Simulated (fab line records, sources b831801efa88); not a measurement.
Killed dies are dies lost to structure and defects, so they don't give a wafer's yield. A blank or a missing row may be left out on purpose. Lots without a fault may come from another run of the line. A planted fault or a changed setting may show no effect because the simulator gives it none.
Tool commonality check | flow sky130 | 12 lots, 36 wafers sampled

WHY IT WAS OPENED
At SKY_VIA2_THK_MEAS_01 the reading VIA2_HDPCVD_THK is flagged on 2 of 12 lots. Wafers without a fault read 1176 nm, standard deviation 12.
Rule: a lot is flagged when every wafer of it that has a number lies more than 4 standard deviations from that mean, or none has a number. The other lots count as sound.

lot  | measured     | on            | VIA2_HDPCVD_THK (nm), wafer by wafer | flag
L333 | day 34 21:37 | film_metro-02 | 1177 1179 1168                       |
L334 | day 35 12:23 | film_metro-01 | 1186 1187 1191                       |
L335 | day 35 17:58 | film_metro-02 | 1182 1182 1171                       |
L337 | day 36 03:10 | film_metro-01 | 1147 1176 1159                       |
L340 | day 37 18:55 | film_metro-01 | 1169 1190 1143                       |
L342 | day 38 20:05 | film_metro-03 | 1179 1181 1188                       |
L344 | day 39 00:31 | film_metro-01 | 1158 1171 1178                       |
L345 | day 39 04:52 | film_metro-01 | 1170 1175 1182                       |
L348 | day 40 13:53 | film_metro-01 | 1195 1171 1174                       |
L350 | day 40 22:32 | film_metro-02 | 1163 1176 1155                       |
L351 | day 40 23:17 | film_metro-01 | 1617 1621 1598                       | FLAGGED
L352 | day 41 02:35 | film_metro-02 | 1605 1597 1603                       | FLAGGED
The numbers of the flagged lots are 1607 nm on average: +431 nm against the usual, or +36 standard deviations.

WHICH TOOL RAN EACH LOT
The record holds 2 process steps before the reading, out of a route of 708 steps. In each cell: the tool, then ch and the chambers that the sampled wafers went through, then the start.
lot  | flag    | SKY_METAL2_SPUTTER_01        | SKY_VIA2_HDPCVD_00
L333 |         | pvd_sputter-04, day 33 18:16 | hdpcvd-01 ch 0,1, day 34 21:29
L334 |         | pvd_sputter-02, day 34 09:22 | hdpcvd-01 ch 0,1,2, day 35 12:14
L335 |         | pvd_sputter-01, day 34 14:32 | hdpcvd-01 ch 0,1,2, day 35 17:50
L337 |         | pvd_sputter-02, day 34 23:52 | hdpcvd-01 ch 1,2, day 36 03:02
L340 |         | pvd_sputter-01, day 36 15:16 | hdpcvd-01 ch 0,1,2, day 37 18:47
L342 |         | pvd_sputter-04, day 37 17:21 | hdpcvd-02 ch 0,1,2, day 38 19:59
L344 |         | pvd_sputter-02, day 37 21:37 | hdpcvd-01 ch 0,1,2, day 39 00:23
L345 |         | pvd_sputter-01, day 38 02:10 | hdpcvd-01 ch 0,2, day 39 04:44
L348 |         | pvd_sputter-02, day 39 12:02 | hdpcvd-02 ch 0,1,2, day 40 13:46
L350 |         | pvd_sputter-01, day 39 20:56 | hdpcvd-01 ch 1,2, day 40 22:25
L351 | FLAGGED | pvd_sputter-02, day 39 21:53 | hdpcvd-01 ch 0,1,2, day 40 23:11
L352 | FLAGGED | pvd_sputter-01, day 40 00:41 | hdpcvd-01 ch 0,1,2, day 41 02:26
What these steps do:
- SKY_METAL2_SPUTTER_01: material TiN, target thk 20 nm, time 16.7 s.
- SKY_VIA2_HDPCVD_00: deposits SiO2, target thk 1180 nm, time 196.7 s.
- SKY_VIA2_THK_MEAS_01

FLAGGED OVER TOTAL, TOOL BY TOOL (the gauges that took the reading come last)
step                  | tool           | lots run | flagged | share of the flagged lots | sound lots run after its first flagged lot
SKY_METAL2_SPUTTER_01 | pvd_sputter-01 | 5        | 1       | some                      | 0
SKY_METAL2_SPUTTER_01 | pvd_sputter-02 | 5        | 1       | some                      | 0
SKY_METAL2_SPUTTER_01 | pvd_sputter-04 | 2        | 0       | none                      | -
SKY_VIA2_HDPCVD_00    | hdpcvd-01      | 10       | 2       | all                       | 0
SKY_VIA2_HDPCVD_00    | hdpcvd-02      | 2        | 0       | none                      | -
SKY_VIA2_THK_MEAS_01  | film_metro-01  | 7        | 1       | some                      | 0
SKY_VIA2_THK_MEAS_01  | film_metro-02  | 4        | 1       | some                      | 0
SKY_VIA2_THK_MEAS_01  | film_metro-03  | 1        | 0       | none                      | -

WHAT THE TABLE ALLOWS
1 row of the table ran every flagged lot: hdpcvd-01 at SKY_VIA2_HDPCVD_00.
- hdpcvd-01 at SKY_VIA2_HDPCVD_00: 2 of its 10 lots flagged. Its last sound lot is L350 (day 40 22:25), its first flagged lot L351 (day 40 23:11): a fault that began between those two fits.
One tool is left: hdpcvd-01 at SKY_VIA2_HDPCVD_00.

WHAT THE SIMULATOR HAD PUT IN
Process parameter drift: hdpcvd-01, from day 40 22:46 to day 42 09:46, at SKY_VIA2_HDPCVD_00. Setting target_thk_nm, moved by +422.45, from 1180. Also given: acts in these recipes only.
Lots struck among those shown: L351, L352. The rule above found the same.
